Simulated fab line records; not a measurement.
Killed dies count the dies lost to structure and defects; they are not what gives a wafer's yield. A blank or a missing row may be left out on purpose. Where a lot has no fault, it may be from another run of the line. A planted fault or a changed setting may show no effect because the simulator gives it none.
Which of the tools did it? | flow gf180mcu | 13 lots, 39 wafers sampled, at 5 steps of a route of 602

== WHAT EACH GAUGE READ, for each wafer ==
GF_HV_LDD_CD_MEAS_19: the cd target is 400 nm. Usual: cd nm reads 400.3 nm (standard deviation 2).
lot  | measured     | on        | cd nm (nm)        | flag
L452 | day 10 19:39 | cd sem-01 | 397.9 396.7 396.4 |
L453 | day 11 03:32 | cd sem-02 | 402.1 401.5 402.5 |
L454 | day 11 08:08 | cd sem-02 | 404.7 403.0 402.8 |
L455 | day 11 16:50 | cd sem-01 | 398.7 400.0 401.1 |
L456 | day 12 01:45 | cd sem-01 | 399.9 399.3 398.6 |
L462 | day 14 00:24 | cd sem-02 | 401.4 401.4 397.8 |
L463 | day 14 06:21 | cd sem-01 | 401.7 399.2 398.9 |
L466 | day 15 02:37 | cd sem-01 | 398.9 399.6 400.5 |
L467 | day 15 15:23 | cd sem-02 | 400.8 401.0 403.3 |
L468 | day 15 22:56 | cd sem-01 | 400.4 402.1 399.7 |
L470 | day 16 10:55 | cd sem-02 | 398.4 400.6 399.5 |
L471 | day 16 23:24 | cd sem-02 | 399.0 401.8 399.3 |
L475 | day 18 02:37 | cd sem-01 | 399.0 401.9 402.6 |

GF_PSD_OVL_MEAS_08. Usual: PSD_OVL gives 0.6 nm (standard deviation 1.3).
lot  | measured     | on         | PSD_OVL (nm)      | flag
L452 | day 14 06:17 | overlay-02 | 2.8 1.6 1.4       |
L453 | day 14 16:22 | overlay-01 | 1.7 0.5 1.6       |
L454 | day 14 21:17 | overlay-01 | -1.5 1.3 1.2      |
L455 | day 15 07:05 | overlay-02 | 2.7 2.2 0.3       |
L456 | day 15 17:25 | overlay-02 | 3.5 1.7 2.5       |
L462 | day 17 22:58 | overlay-01 | -92.9 -92.4 -92.5 | OFF
L463 | day 18 04:41 | overlay-01 | -94.3 -94.2 -94.0 | OFF
L466 | day 19 05:26 | overlay-01 | 0.9 1.4 0.0       |
L467 | day 19 18:29 | overlay-02 | -1.4 -1.4 -1.0    |
L468 | day 20 04:02 | overlay-02 | 1.8 3.2 1.9       |
L470 | day 20 14:49 | overlay-02 | -1.2 -1.4 0.8     |
L471 | day 21 05:04 | overlay-01 | -0.8 1.0 0.1      |
L475 | day 22 07:10 | overlay-02 | -0.8 -2.7 -1.1    |

== EACH LOT AND THE TOOL THAT RAN IT (in order: tool; ch and the chambers of the sampled wafers; start) ==
lot  | GF_HV_LDD_ETCHBACK_58              | GF_NSD_STRIP_11                      | GF_PSD_EXPOSE_04
L452 | rie diel-01 ch 1,2,3, day 12 12:58 | plasma asher-02 ch 0,1, day 13 09:31 | iline stepper-01 ch 0, day 13 19:37
L453 | rie diel-01 ch 1,2,3, day 12 22:32 | plasma asher-02 ch 1, day 13 19:10   | iline stepper-01 ch 0, day 14 06:02
L454 | rie diel-01 ch 1,2,3, day 13 03:04 | plasma asher-02 ch 0,1, day 14 00:24 | iline stepper-01 ch 0, day 14 10:18
L455 | rie diel-04 ch 1,2,3, day 13 12:26 | plasma asher-04 ch 0,1, day 14 09:24 | iline stepper-01 ch 0, day 14 20:08
L456 | rie diel-03 ch 0,1,3, day 13 21:31 | plasma asher-04 ch 0,1, day 14 18:53 | iline stepper-02 ch 0, day 15 06:09
L462 | rie diel-03 ch 0,2, day 16 00:08   | plasma asher-04 ch 0,1, day 16 23:37 | iline stepper-01 ch 0, day 17 11:14
L463 | rie diel-03 ch 0,1,2, day 16 06:23 | plasma asher-04 ch 0,1, day 17 05:31 | iline stepper-01 ch 0, day 17 17:28
L466 | rie diel-03 ch 0,1, day 17 04:59   | plasma asher-04 ch 0,1, day 18 04:52 | iline stepper-02 ch 0, day 18 17:23
L467 | rie diel-04 ch 0,3, day 17 19:08   | plasma asher-04 ch 0,1, day 18 18:43 | iline stepper-02 ch 0, day 19 06:17
L468 | rie diel-01 ch 0,1, day 18 03:31   | plasma asher-04 ch 0,1, day 19 03:55 | iline stepper-02 ch 0, day 19 16:05
L470 | rie diel-04 ch 0,1,2, day 18 14:25 | plasma asher-02 ch 1, day 19 14:28   | iline stepper-02 ch 0, day 20 02:43
L471 | rie diel-04 ch 0,3, day 19 04:07   | plasma asher-04 ch 0,1, day 20 05:16 | iline stepper-02 ch 0, day 20 17:04
L475 | rie diel-04 ch 0,2,3, day 20 06:52 | plasma asher-02 ch 0,1, day 21 07:23 | iline stepper-02 ch 0, day 21 19:11
- GF_HV_LDD_ETCHBACK_58: etches Si3N4 in CH3F/O2, stops on SiO2, time 100 s, target depth 90 nm.
- GF_NSD_STRIP_11: strips in O2/N2.
- GF_PSD_EXPOSE_04: exposes mask Pplus, target cd 400 nm.

== AS READ BY THE TOOLS THEMSELVES (means over the sampled wafers that have a number; for cases with no such wafer, the mark the record gives instead) ==
GF_HV_LDD_ETCHBACK_58. Usual: chamber pressure mTorr 25.003 mTorr, standard deviation 0.023; drypump motor current A 5.5 A, standard deviation 0.45; oes product au 0.841 a.u., standard deviation 0.0058; throttle valve pct 10.563 %, standard deviation 0.0089.
lot  | tool        | chamber pressure mTorr (mTorr) | drypump motor current A (A) | oes product au (a.u.) | throttle valve pct (%) | flag
L452 | rie diel-01 | 25.026                         | 5.3                         | 0.841                 | 10.557                 |
L453 | rie diel-01 | 25.006                         | 5.3                         | 0.847                 | 10.559                 |
L454 | rie diel-01 | 24.983                         | 5.3                         | 0.843                 | 10.563                 |
L455 | rie diel-04 | 25.001                         | 6.1                         | 0.848                 | 10.563                 |
L456 | rie diel-03 | 24.983                         | 5.4                         | 0.841                 | 10.576                 |
L462 | rie diel-03 | 25.000                         | 5.1                         | 0.838                 | 10.565                 |
L463 | rie diel-03 | 25.020                         | 5.3                         | 0.836                 | 10.566                 |
L466 | rie diel-03 | 25.007                         | 5.4                         | 0.850                 | 10.565                 |
L467 | rie diel-04 | 25.020                         | 5.5                         | 0.842                 | 10.556                 |
L468 | rie diel-01 | 25.011                         | 5.5                         | 0.842                 | 10.568                 |
L470 | rie diel-04 | 25.012                         | 5.7                         | 0.838                 | 10.563                 |
L471 | rie diel-04 | 24.992                         | 5.9                         | 0.843                 | 10.566                 |
L475 | rie diel-04 | 24.988                         | 5.9                         | 0.836                 | 10.561                 |

GF_NSD_STRIP_11. Usual: chamber pressure mTorr 1500.0 mTorr, standard deviation 1.2; drypump motor current A 5.9 A, standard deviation 0.77; heater power w 341 W, standard deviation 20; oes product au 0.487 a.u., standard deviation 0.0046; strip time to endpoint s 22.95 s, standard deviation 0.033.
lot  | tool            | chamber pressure mTorr (mTorr) | drypump motor current A (A) | heater power w (W) | oes product au (a.u.) | strip time to endpoint s (s) | flag
L452 | plasma asher-02 | 1499.7                         | 6.0                         | 345                | 0.491                 | 22.94                        |
L453 | plasma asher-02 | 1500.9                         | 6.2                         | 358                | 0.484                 | 22.99                        |
L454 | plasma asher-02 | 1499.4                         | 5.8                         | 330                | 0.487                 | 22.98                        |
L455 | plasma asher-04 | 1499.9                         | 5.4                         | 346                | 0.489                 | 22.92                        |
L456 | plasma asher-04 | 1500.4                         | 6.1                         | 340                | 0.489                 | 22.92                        |
L462 | plasma asher-04 | 1499.0                         | 6.1                         | 334                | 0.486                 | 22.95                        |
L463 | plasma asher-04 | 1500.6                         | 5.4                         | 353                | 0.486                 | 22.94                        |
L466 | plasma asher-04 | 1499.3                         | 5.4                         | 352                | 0.488                 | 22.96                        |
L467 | plasma asher-04 | 1499.5                         | 6.0                         | 336                | 0.487                 | 22.95                        |
L468 | plasma asher-04 | 1499.8                         | 6.0                         | 340                | 0.486                 | 22.92                        |
L470 | plasma asher-02 | 1501.7                         | 6.2                         | 355                | 0.484                 | 22.99                        |
L471 | plasma asher-04 | 1500.0                         | 5.4                         | 352                | 0.486                 | 22.91                        |
L475 | plasma asher-02 | 1500.5                         | 6.0                         | 346                | 0.492                 | 22.98                        |

== THE ANSWER, worked out from the rows above alone ==
Rule: a lot is off if the mean of its wafers that have a number lies more than 3 standard deviations from the usual mean. Also off: a lot with no number at a reading for which 4 or more lots have one. All remaining lots with rows at the step are treated as sound. The gauges are gone through in route order, then the tools' own readings, and for those a lot's mean is taken as printed above. The first step at which some lot is off is used, and at that step the reading that is off furthest; a lot without a number counts as furthest.
Off: L462, L463, seen at GF_PSD_OVL_MEAS_08 (PSD_OVL).
If a tool, at a process step before that reading, ran all the lots that are off and no sound lot after the first of them, it fits. Gauges at GF_PSD_OVL_MEAS_08: tried the same way as those tools. One fits: GF_PSD_EXPOSE_04 on iline stepper-01. Its last sound lot is L455 (day 14 20:08), its first lot that is off L462 (day 17 11:14): a fault that began between those two fits.

== WHAT WAS PUT IN BY THE SIMULATOR ==
Scanner matching overlay: iline stepper-01, from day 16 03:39 on, at GF_PSD_EXPOSE_04. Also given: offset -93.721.
Struck lots among those shown: L462, L463. The rule above reached the same finding.
